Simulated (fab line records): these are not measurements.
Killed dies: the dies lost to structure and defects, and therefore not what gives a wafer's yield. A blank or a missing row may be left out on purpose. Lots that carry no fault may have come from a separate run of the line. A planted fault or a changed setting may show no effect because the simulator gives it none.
What tool caused it? :: flow gf180mcu :: Sampling: 12 lots, 36 wafers, 4 of 602 route steps

## WHAT THE GAUGES SHOWED, per wafer
GF_PASSIVATION_THK_MEAS_01.
lot: L075
measured: day 28 02:16
on: film metro-04
PASSIVATION_CVD_00_THK (nm): 985 1003 983

lot: L077
measured: day 28 19:32
on: film metro-04
PASSIVATION_CVD_00_THK (nm): 990 973 1006

lot: L079
measured: day 29 11:26
on: film metro-02
PASSIVATION_CVD_00_THK (nm): 997 994 1007

lot: L081
measured: day 30 09:32
on: film metro-02
PASSIVATION_CVD_00_THK (nm): 985 991 1003

lot: L083
measured: day 30 22:41
on: film metro-04
PASSIVATION_CVD_00_THK (nm): 990 1002 1012

lot: L085
measured: day 31 10:53
on: film metro-04
PASSIVATION_CVD_00_THK (nm): 994 1000 1008

lot: L087
measured: day 32 01:37
on: film metro-04
PASSIVATION_CVD_00_THK (nm): 965 997 990

lot: L089
measured: day 32 18:13
on: film metro-02
PASSIVATION_CVD_00_THK (nm): 985 1002 1016

lot: L091
measured: day 33 03:31
on: film metro-02
PASSIVATION_CVD_00_THK (nm): 987 986 981

lot: L093
measured: day 33 13:22
on: film metro-04
PASSIVATION_CVD_00_THK (nm): 990 991 1001

lot: L095
measured: day 33 22:59
on: film metro-02
PASSIVATION_CVD_00_THK (nm): 969 991 1003

lot: L096
measured: day 34 07:31
on: film metro-04
PASSIVATION_CVD_00_THK (nm): 981 1020 1003

## WHICH TOOL RAN EACH LOT (tool, then ch and the chambers of the sampled wafers, then the start)
lot: L075
GF_MIM_CVD_05: pecvd-03 ch 0,1, day 24 10:58
GF_V5_CVD_02: pecvd-04 ch 1,2, day 26 07:09
GF_TOP_METAL_SPUTTER_03: pvd sputter-04, day 27 05:58

lot: L077
GF_MIM_CVD_05: pecvd-04 ch 1,2, day 25 05:17
GF_V5_CVD_02: pecvd-01 ch 0,1, day 27 00:38
GF_TOP_METAL_SPUTTER_03: pvd sputter-03, day 27 22:53

lot: L079
GF_MIM_CVD_05: pecvd-03 ch 0,1,2, day 25 22:44
GF_V5_CVD_02: pecvd-04 ch 0,2, day 27 16:55
GF_TOP_METAL_SPUTTER_03: pvd sputter-04, day 28 15:37

lot: L081
GF_MIM_CVD_05: pecvd-03 ch 0,1, day 27 01:01
GF_V5_CVD_02: pecvd-02 ch 0,1, day 28 18:02
GF_TOP_METAL_SPUTTER_03: pvd sputter-02, day 29 14:04

lot: L083
GF_MIM_CVD_05: pecvd-03 ch 0,1,2, day 27 14:58
GF_V5_CVD_02: pecvd-01 ch 0,2, day 29 06:31
GF_TOP_METAL_SPUTTER_03: pvd sputter-04, day 30 03:43

lot: L085
GF_MIM_CVD_05: pecvd-02 ch 0,2, day 28 05:25
GF_V5_CVD_02: pecvd-04 ch 0,2, day 29 20:10
GF_TOP_METAL_SPUTTER_03: pvd sputter-03, day 30 16:07

lot: L087
GF_MIM_CVD_05: pecvd-03 ch 0,1, day 28 20:55
GF_V5_CVD_02: pecvd-02 ch 0,2, day 30 11:52
GF_TOP_METAL_SPUTTER_03: pvd sputter-02, day 31 07:26

lot: L089
GF_MIM_CVD_05: pecvd-03 ch 0,1,2, day 29 15:25
GF_V5_CVD_02: pecvd-01 ch 0,1, day 31 05:34
GF_TOP_METAL_SPUTTER_03: pvd sputter-03, day 32 01:11

lot: L091
GF_MIM_CVD_05: pecvd-02 ch 1,2, day 30 01:01
GF_V5_CVD_02: pecvd-01 ch 0,1, day 31 13:58
GF_TOP_METAL_SPUTTER_03: pvd sputter-03, day 32 10:15

lot: L093
GF_MIM_CVD_05: pecvd-02 ch 1,2, day 30 14:07
GF_V5_CVD_02: pecvd-04 ch 0,2, day 32 02:08
GF_TOP_METAL_SPUTTER_03: pvd sputter-03, day 32 20:58

lot: L095
GF_MIM_CVD_05: pecvd-02 ch 0,2, day 30 23:37
GF_V5_CVD_02: pecvd-02 ch 0,1,2, day 32 11:11
GF_TOP_METAL_SPUTTER_03: pvd sputter-03, day 33 06:10

lot: L096
GF_MIM_CVD_05: pecvd-03 ch 0,1,2, day 31 10:02
GF_V5_CVD_02: pecvd-01 ch 1,2, day 32 21:34
GF_TOP_METAL_SPUTTER_03: pvd sputter-03, day 33 15:18
- GF_MIM_CVD_05: deposits Si3N4, target thk 42 nm, time 29.086 s.
- GF_V5_CVD_02: deposits SiO2 from TEOS, target thk 1450 nm, time 163.28 s.
- GF_TOP_METAL_SPUTTER_03: material Ti, target thk 5 nm, time 3.3 s.

## THE ANSWER, worked out from the rows above alone
Rule: the lots themselves supply what counts as usual. Put in order of their means at a reading, lots are off if they are a third of the lots or fewer, leave a main group of 4 or more, and stand apart from it by a gap of 3 or more times the standard deviation of the main group's means; of several such gaps the widest counts. A main group is skipped when, at the precision printed for the reading in the tables above, its means are all equal. A lot without any number at a reading at which 4 lots or more have one is off too. Any other lot the step has rows for is counted as sound.
No lot is off on any of the readings shown, so nothing can be concluded from this.

## WHAT THE SIMULATOR HAD INSERTED
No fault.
